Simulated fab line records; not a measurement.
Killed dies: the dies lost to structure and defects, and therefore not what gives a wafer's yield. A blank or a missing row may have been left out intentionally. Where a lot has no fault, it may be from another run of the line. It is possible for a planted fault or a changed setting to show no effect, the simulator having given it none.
fab line records + flow sky130
[record]
- lots = 6
- wafers = 18
- lastDay = 50
route steps=708 shown POLY_GATE@236 LDD_N@237 PAD_OPEN@708
lots that met no fault: taken from a fault-free run of the same line
startH: hours from the record's first day to the start of the lot's first wafer shown + waitH: hours since the lot's step before + " unchanged from the row above + L1.1+2: several wafers, shown together as one row + - no value present, or no start provided + * or withheld: withheld + < > ~ a bound
route shown NAME@n: NAME is a module with steps in the file, n the number in the route of the first one + usual: mean/standard deviation taken from wafers without a fault + same: alike in all rows + chamber/n: place in a boat + sites: each site's reading + _std_site: their standard deviation + _edge_site: mean of outer sites minus mean of inner sites + radiusMm: for every site, how far away it sits from the centre of the wafer + mask NAME#n: copy n + behind: the most recent tool/chamber to have shaped the wafer + hold: reason for holding the lot/hours on hold/outcome of the hold + device: whichever transistor did not switch (one of n, p or np) + end of line: tests of these same wafers at the route's end + where a step has no rows: the recipe by itself + killed: dies that structure and defects cost at the first sort, which is not the same as the wafer's yield + map: per-die view of a wafer (x killed, . not killed, _ where there is no die)
set.NAME: the setting as run; set.NAME@STEP: as run at that earlier step + model.NAME: the simulator's own value behind a step, which no gauge read
certain route steps with their lots: each step a table, each wafer a row
services: a tool's chamber out of use, with start hour (startH, from the record's first day; less than 0 if before it), hours out, and reason
[[steps]]
[step SKY_POLY_GATE_CD_MEAS_22]
[usual]
- cdNm = 151.0/2
| lot.wafer | tool     | chamber | startH | waitH | cdNm  |
|-----------|----------|---------|--------|-------|-------|
| L367.1    | cdSem-02 | -       | 372.78 | 0.1   | 147.0 |
| L367.2    | "        | -       | "      | "     | 146.8 |
| L367.4    | "        | -       | "      | "     | 146.3 |
| L369.1    | cdSem-02 | -       | 386.29 | 0.1   | 149.1 |
| L369.4    | "        | -       | "      | "     | 150.4 |
| L369.5    | "        | -       | "      | "     | 149.1 |
| L378.4    | cdSem-01 | -       | 468.73 | 0.1   | 150.9 |
| L378.5    | "        | -       | "      | "     | 152.5 |
| L378.6    | "        | -       | "      | "     | 151.3 |
| L380.1    | cdSem-02 | -       | 490.65 | 0.1   | 148.5 |
| L380.2    | "        | -       | "      | "     | 148.2 |
| L380.5    | "        | -       | "      | "     | 151.3 |
| L389.1    | cdSem-01 | -       | 560.72 | 0.1   | 152.3 |
| L389.2    | "        | -       | "      | "     | 152.6 |
| L389.6    | "        | -       | "      | "     | 152.0 |
| L390.2    | cdSem-01 | -       | 569.68 | 0.1   | 151.3 |
| L390.4    | "        | -       | "      | "     | 150.8 |
| L390.6    | "        | -       | "      | "     | 150.9 |
[step SKY_LDD_N_DEHYDRATE_00]
[recipe]
- tempC = 200
- timeS = 60
[step SKY_LDD_N_HMDS_01]
[recipe]
- primeTimeS = 60
- primeTempC = 120
[step SKY_LDD_N_COAT_02]
[recipe]
- resist = NOVOLAK
- spinRpm = 3000
- resistThkNm = 300
[step SKY_LDD_N_SOFTBAKE_03]
[recipe]
- tempC = 90
- timeS = 60
- resist = NOVOLAK
[step SKY_LDD_N_EXPOSE_04]
[recipe]
- maskId = NTM
- targetCdNm = 840
- na = 0.6
- sourceShape = conventional
- sigmaOuter = 0.6
- doseMj = 110
[step SKY_LDD_N_PEB_05]
[recipe]
- tempC = withheld
- timeS = *
- resist = NOVOLAK
[step SKY_LDD_N_DEVELOP_06]
[recipe]
- developTimeS = 60
- devTempC = 23
[step SKY_LDD_N_OVL_MEAS_07]
[usual]
- LDD_N_OVL = -0.1/1.3
| lot.wafer | tool       | chamber | startH | waitH | LDD_N_OVL[nm] |
|-----------|------------|---------|--------|-------|---------------|
| L367.1    | overlay-02 | -       | 401.69 | 0.1   | -0.8          |
| L367.2    | "          | -       | "      | "     | -1.9          |
| L367.4    | "          | -       | "      | "     | -1.6          |
| L369.1    | overlay-02 | -       | 415.59 | 0.1   | -1.2          |
| L369.4    | "          | -       | "      | "     | -1.5          |
| L369.5    | "          | -       | "      | "     | -0.4          |
| L378.4    | overlay-02 | -       | 499.26 | 0.1   | 0.5           |
| L378.5    | "          | -       | "      | "     | 1.8           |
| L378.6    | "          | -       | "      | "     | 1.9           |
| L380.1    | overlay-01 | -       | 520.84 | 0.1   | 0.1           |
| L380.2    | "          | -       | "      | "     | -1.0          |
| L380.5    | "          | -       | "      | "     | 0.1           |
| L389.1    | overlay-01 | -       | 590.49 | 0.1   | 0.8           |
| L389.2    | "          | -       | "      | "     | 0.7           |
| L389.6    | "          | -       | "      | "     | 1.2           |
| L390.2    | overlay-02 | -       | 599.20 | 0.1   | 1.2           |
| L390.4    | "          | -       | "      | "     | 1.4           |
| L390.6    | "          | -       | "      | "     | 0.3           |
[step SKY_LDD_N_IMPLANT_08]
[recipe]
- species = As
- energyKev = 20
- doseCm2 = 7.5e+13
- tiltDeg = withheld
- rotationDeg = 23
[step SKY_LDD_N_IMPLANT_09]
[recipe]
- species = As
- energyKev = 20
- doseCm2 = 7.5e+13
- tiltDeg = withheld
- rotationDeg = 113
[step SKY_LDD_N_IMPLANT_10]
[recipe]
- species = As
- energyKev = 20
- doseCm2 = 7.5e+13
- tiltDeg = withheld
- rotationDeg = 203
[step SKY_LDD_N_IMPLANT_11]
[recipe]
- species = As
- energyKev = 20
- doseCm2 = 7.5e+13
- tiltDeg = withheld
- rotationDeg = 293
[usual]
- beamEnergyKeV = 20.001/0.0049
- doseIonsCm2 = 7.5e+13/8.4e+10
- endStationPressureTorr = 5.33e-06/2.9e-07
- faradayCurrentUA = 423/8.7
| lot.wafer | tool         | chamber | startH | waitH | beamEnergyKeV | doseIonsCm2 | endStationPressureTorr | faradayCurrentUA |
|-----------|--------------|---------|--------|-------|---------------|-------------|------------------------|------------------|
| L367.1    | implanter-03 | 0       | 402.18 | 0.1   | 19.999        | 7.507e+13   | 5.56e-06               | 433              |
| L367.2    | "            | 0       | "      | "     | 20.000        | 7.496e+13   | 5.57e-06               | 419              |
| L367.4    | "            | 0       | "      | "     | 19.993        | 7.494e+13   | 6.11e-06               | 425              |
| L369.1    | implanter-01 | 0       | 416.08 | 0.1   | 19.997        | 7.511e+13   | 5.11e-06               | 437              |
| L369.4    | "            | 0       | "      | "     | 20.002        | 7.506e+13   | 5.44e-06               | 420              |
| L369.5    | "            | 0       | "      | "     | 20.002        | 7.498e+13   | 5.4e-06                | 414              |
| L378.4    | implanter-01 | 0       | 499.80 | 0.1   | 19.995        | 6.41e+13    | 5.37e-06               | 357              |
| L378.5    | "            | 0       | "      | "     | 19.996        | 6.417e+13   | 5.4e-06                | 358              |
| L378.6    | "            | 0       | "      | "     | 19.994        | 6.405e+13   | 5.28e-06               | 350              |
| L380.1    | implanter-01 | 0       | 521.32 | 0.1   | 20.008        | 6.412e+13   | 4.8e-06                | 364              |
| L380.2    | "            | 0       | "      | "     | 20.004        | 6.402e+13   | 5.07e-06               | 361              |
| L380.5    | "            | 0       | "      | "     | 19.998        | 6.396e+13   | 5.07e-06               | 364              |
| L389.1    | implanter-02 | 0       | 590.97 | 0.1   | 19.999        | 7.519e+13   | 5.33e-06               | 425              |
| L389.2    | "            | 0       | "      | "     | 20.005        | 7.509e+13   | 5.32e-06               | 426              |
| L389.6    | "            | 0       | "      | "     | 19.997        | 7.502e+13   | 4.94e-06               | 410              |
| L390.2    | implanter-02 | 0       | 599.71 | 0.1   | 19.999        | 7.508e+13   | 5.4e-06                | 431              |
| L390.4    | "            | 0       | "      | "     | 19.997        | 7.511e+13   | 5.55e-06               | 439              |
| L390.6    | "            | 0       | "      | "     | 19.997        | 7.505e+13   | 4.99e-06               | 429              |
[step SKY_LDD_N_IMPLANT_12]
[recipe]
- species = BF2
- energyKev = 50
- doseCm2 = 5e+12
- tiltDeg = 30
- rotationDeg = 0
[step SKY_PAD_OPEN_PROBE_99]
[usual]
- killed_at_M0_to_M3 = 43/7.3
- killed_at_M4_up = 3.1/1.8
- killedAtContacts = 24/5.4
- killedAtFrontEnd = 15/4.1
- killedAtOther = 0.2/0.52
- killedDies = 86/10
- killedOpen = 47/7.3
- killedShort = 39/6.4
[same]
- grossDies = 492
- killedAtBackSide = 0
| lot.wafer | tool      | chamber | startH  | waitH | killed_at_M0_to_M3 | killed_at_M4_up | killedAtContacts | killedAtFrontEnd | killedAtOther | killedDies | killedOpen | killedShort | model.etest.tipN.rsOhmSq |
|-----------|-----------|---------|---------|-------|--------------------|-----------------|------------------|------------------|---------------|------------|------------|-------------|--------------------------|
| L367.1    | prober-01 | -       | 1074.88 | 0.1   | 41                 | 2               | 28               | 15               | 1             | 87         | 46         | 41          | 439.4                    |
| L367.2    | prober-01 | -       | 1074.93 | 0.1   | 40                 | 3               | 25               | 7                | 0             | 75         | 50         | 25          | 440.1                    |
| L367.4    | prober-01 | -       | 1075.03 | 0.2   | 44                 | 1               | 15               | 14               | 0             | 74         | 33         | 40          | 442.4                    |
| L369.1    | prober-01 | -       | 1082.82 | 0.1   | 40                 | 3               | 31               | 7                | 0             | 81         | 47         | 34          | 436.7                    |
| L369.4    | prober-01 | -       | 1082.97 | 0.2   | 44                 | 4               | 24               | 11               | 0             | 83         | 50         | 33          | 440.4                    |
| L369.5    | prober-01 | -       | 1083.02 | 0.2   | 48                 | 1               | 28               | 20               | 0             | 97         | 52         | 45          | 438.8                    |
| L378.4    | prober-02 | -       | 1142.25 | 0.2   | 43                 | 3               | 27               | 10               | 0             | 83         | 49         | 34          | 453.3                    |
| L378.5    | prober-02 | -       | 1142.30 | 0.2   | 38                 | 3               | 23               | 14               | 0             | 78         | 40         | 38          | 454.7                    |
| L378.6    | prober-02 | -       | 1142.35 | 0.2   | 35                 | 2               | 38               | 15               | 0             | 90         | 43         | 47          | 452.5                    |
| L380.1    | prober-02 | -       | 1151.97 | 0.1   | 41                 | 3               | 24               | 15               | 0             | 83         | 50         | 33          | 458.4                    |
| L380.2    | prober-02 | -       | 1152.02 | 0.1   | 30                 | 2               | 20               | 18               | 0             | 70         | 30         | 40          | 454.8                    |
| L380.5    | prober-02 | -       | 1152.17 | 0.2   | 51                 | 5               | 15               | 12               | 0             | 83         | 34         | 49          | 453.9                    |
| L389.1    | prober-01 | -       | 1192.59 | 0.1   | 36                 | 1               | 27               | 18               | 0             | 82         | 45         | 37          | 448.3                    |
| L389.2    | prober-01 | -       | 1192.64 | 0.1   | 46                 | 3               | 27               | 16               | 1             | 93         | 52         | 41          | 448.2                    |
| L389.6    | prober-01 | -       | 1192.84 | 0.2   | 41                 | 2               | 28               | 17               | 0             | 88         | 45         | 42          | 451.3                    |
| L390.2    | prober-02 | -       | 1195.56 | 0.1   | 41                 | 1               | 21               | 9                | 2             | 74         | 36         | 38          | 442.4                    |
| L390.4    | prober-02 | -       | 1195.66 | 0.2   | 42                 | 2               | 19               | 9                | 0             | 72         | 39         | 33          | 442.6                    |
| L390.6    | prober-02 | -       | 1195.76 | 0.2   | 40                 | 3               | 28               | 14               | 0             | 85         | 47         | 38          | 442                      |
// killed by level:class
L367.1 CONTACT:geometricParticle:open=12 VIA1:geometricParticle:short=9 VIA1:geometricParticle:open=9 VIA2:geometricParticle:open=8 CONTACT:geometricParticle:short=8 METAL1:geometricParticle:short=5 FIELD_ISO:geometricParticle:open=4 FIELD_ISO:geometricParticle:short=3
L367.2 CONTACT:geometricParticle:open=11 VIA1:geometricParticle:open=11 VIA1:geometricParticle:short=8 LI_CONTACT:geometricParticle:open=8 VIA2:geometricParticle:open=6 METAL2:geometricParticle:short=4 VIA3:geometricParticle:open=4 METAL3:geometricParticle:short=3
L367.4 VIA1:geometricParticle:short=8 METAL2:geometricParticle:short=8 VIA1:geometricParticle:open=7 LI_CONTACT:geometricParticle:open=6 METAL1:geometricParticle:open=5 METAL3:geometricParticle:short=4 CONTACT:geometricParticle:short=4 FIELD_ISO:geometricParticle:short=3
L369.1 VIA1:geometricParticle:open=12 LI_CONTACT:geometricParticle:open=9 CONTACT:geometricParticle:short=8 CONTACT:geometricParticle:open=8 METAL1:geometricParticle:short=7 VIA2:geometricParticle:open=6 VIA3:geometricParticle:open=5 METAL2:geometricParticle:short=4
L369.4 VIA1:geometricParticle:open=10 VIA3:geometricParticle:open=9 LI_CONTACT:geometricParticle:open=8 CONTACT:geometricParticle:open=7 VIA2:geometricParticle:open=7 CONTACT:geometricParticle:short=6 METAL1:geometricParticle:short=5 METAL2:geometricParticle:short=5
L369.5 CONTACT:geometricParticle:open=12 LI_CONTACT:geometricParticle:open=10 METAL1:geometricParticle:short=8 METAL2:geometricParticle:short=7 VIA2:geometricParticle:open=7 VIA1:geometricParticle:open=7 FIELD_ISO:geometricParticle:open=4 SPACER:geometricParticle:short=4
L378.4 VIA3:geometricParticle:open=10 CONTACT:geometricParticle:open=9 VIA2:geometricParticle:open=8 LI_CONTACT:geometricParticle:open=7 CONTACT:geometricParticle:short=6 VIA1:geometricParticle:open=5 METAL2:geometricParticle:short=5 VIA2:geometricParticle:short=5
L378.5 LI_CONTACT:geometricParticle:open=9 VIA1:geometricParticle:open=8 CONTACT:geometricParticle:open=6 VIA2:geometricParticle:open=6 FIELD_ISO:geometricParticle:short=5 METAL1:geometricParticle:short=5 VIA1:geometricParticle:short=5 LOCAL_INTERCONNECT:geometricParticle:short=4
L378.6 CONTACT:geometricParticle:open=13 METAL1:geometricParticle:short=9 CONTACT:geometricParticle:short=7 FIELD_ISO:geometricParticle:short=6 LOCAL_INTERCONNECT:geometricParticle:short=6 VIA2:geometricParticle:open=6 LI_CONTACT:geometricParticle:open=5 VIA1:geometricParticle:open=5
L380.1 VIA3:geometricParticle:open=12 CONTACT:geometricParticle:open=9 VIA2:geometricParticle:open=8 LI_CONTACT:geometricParticle:open=7 FIELD_ISO:geometricParticle:open=6 VIA1:geometricParticle:short=5 METAL2:geometricParticle:short=4 LI_CONTACT:geometricParticle:short=3
L380.2 CONTACT:geometricParticle:short=7 FIELD_ISO:geometricParticle:short=6 VIA1:geometricParticle:open=6 LOCAL_INTERCONNECT:geometricParticle:short=6 VIA3:geometricParticle:open=5 POLY_GATE:geometricParticle:open=4 CONTACT:geometricParticle:open=4 VIA1:geometricParticle:short=4
L380.5 VIA2:geometricParticle:open=7 VIA3:geometricParticle:open=7 VIA3:geometricParticle:short=7 CONTACT:geometricParticle:open=6 METAL1:geometricParticle:short=6 VIA1:geometricParticle:short=6 METAL4:geometricParticle:short=5 METAL2:geometricParticle:short=5
L389.1 LI_CONTACT:geometricParticle:open=9 CONTACT:geometricParticle:open=7 VIA2:geometricParticle:open=7 POLY_GATE:geometricParticle:short=6 POLY_GATE:geometricParticle:open=5 CONTACT:geometricParticle:short=5 VIA1:geometricParticle:open=5 METAL2:geometricParticle:short=5
L389.2 CONTACT:geometricParticle:open=14 VIA1:geometricParticle:open=12 METAL2:geometricParticle:short=6 FIELD_ISO:geometricParticle:open=5 POLY_GATE:geometricParticle:short=5 VIA2:geometricParticle:short=5 CONTACT:geometricParticle:short=4 METAL1:geometricParticle:short=4
L389.6 VIA2:geometricParticle:open=9 LOCAL_INTERCONNECT:geometricParticle:short=8 CONTACT:geometricParticle:open=7 VIA1:geometricParticle:open=6 FIELD_ISO:geometricParticle:short=5 POLY_GATE:geometricParticle:open=5 LI_CONTACT:geometricParticle:open=5 CONTACT:geometricParticle:short=5
L390.2 LI_CONTACT:geometricParticle:open=9 CONTACT:geometricParticle:open=8 METAL1:geometricParticle:short=8 VIA1:geometricParticle:open=5 VIA1:geometricParticle:short=5 METAL3:geometricParticle:short=5 FIELD_ISO:geometricParticle:short=3 VIA3:geometricParticle:open=3
L390.4 VIA2:geometricParticle:open=10 VIA1:geometricParticle:open=9 CONTACT:geometricParticle:open=6 METAL2:geometricParticle:short=6 METAL3:geometricParticle:short=4 FIELD_ISO:geometricParticle:short=4 VIA2:geometricParticle:short=4 CONTACT:geometricParticle:short=4
L390.6 CONTACT:geometricParticle:open=12 VIA2:geometricParticle:open=10 LI_CONTACT:geometricParticle:open=7 VIA1:geometricParticle:open=7 CONTACT:geometricParticle:short=5 METAL2:geometricParticle:short=5 FIELD_ISO:geometricParticle:short=4 METAL1:geometricParticle:short=4
[[services]]
| tool         | chamber | startH | hours | kind   |
|--------------|---------|--------|-------|--------|
| implanter-02 | -       | 394.73 | 6.7   | pm     |
| implanter-03 | -       | 420.01 | 2.3   | repair |
| implanter-01 | -       | 456.49 | 6.4   | repair |
| implanter-03 | -       | 461.44 | 5.3   | pm     |
| implanter-02 | -       | 510.49 | 1.0   | repair |
| implanter-01 | -       | 522.30 | 2.5   | repair |
| implanter-02 | -       | 539.66 | 1.3   | repair |
| implanter-03 | -       | 543.57 | 42.0  | pm     |
[[key]]
[firstSign]
- step = SKY_LDD_N_IMPLANT_11
- reading = doseIonsCm2
- direction = down
- sigmas = 99+
- usual = *
- struck = *
[effect]
- step = SKY_LDD_N_IMPLANT_11
- reading = faradayCurrentUA
- direction = down
- sigmas = 7.3
- usual = 423
- struck = 359
[modelEffect]
- step = SKY_PAD_OPEN_PROBE_99
- value = etest.tipN.rsOhmSq
- without = 444.2
- struck = 454.6
metAt SKY_LDD_N_IMPLANT_11
struckWafers L378.4,L378.5,L378.6,L380.1,L380.2,L380.5
testerLeftOut L378,L380
onsetBetween 416.08 499.80
[fault]
- kind = processParameterDrift
- tool = implanter-01
- chamber = -
- onsetH = 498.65
- steps = SKY_LDD_N_IMPLANT_11
- channel = doseCm2
- offset = *
- shape = step
- endH = 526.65
- actsIn = *
- stated = *
// testerLeftOut: of these lots the tester's yield and bins aren't shown, on N5 and GAA mostly nor the transistor test; their killed dies are dies lost to structure and defects alone, not to doping, threshold or leakage, so they don't give the yield
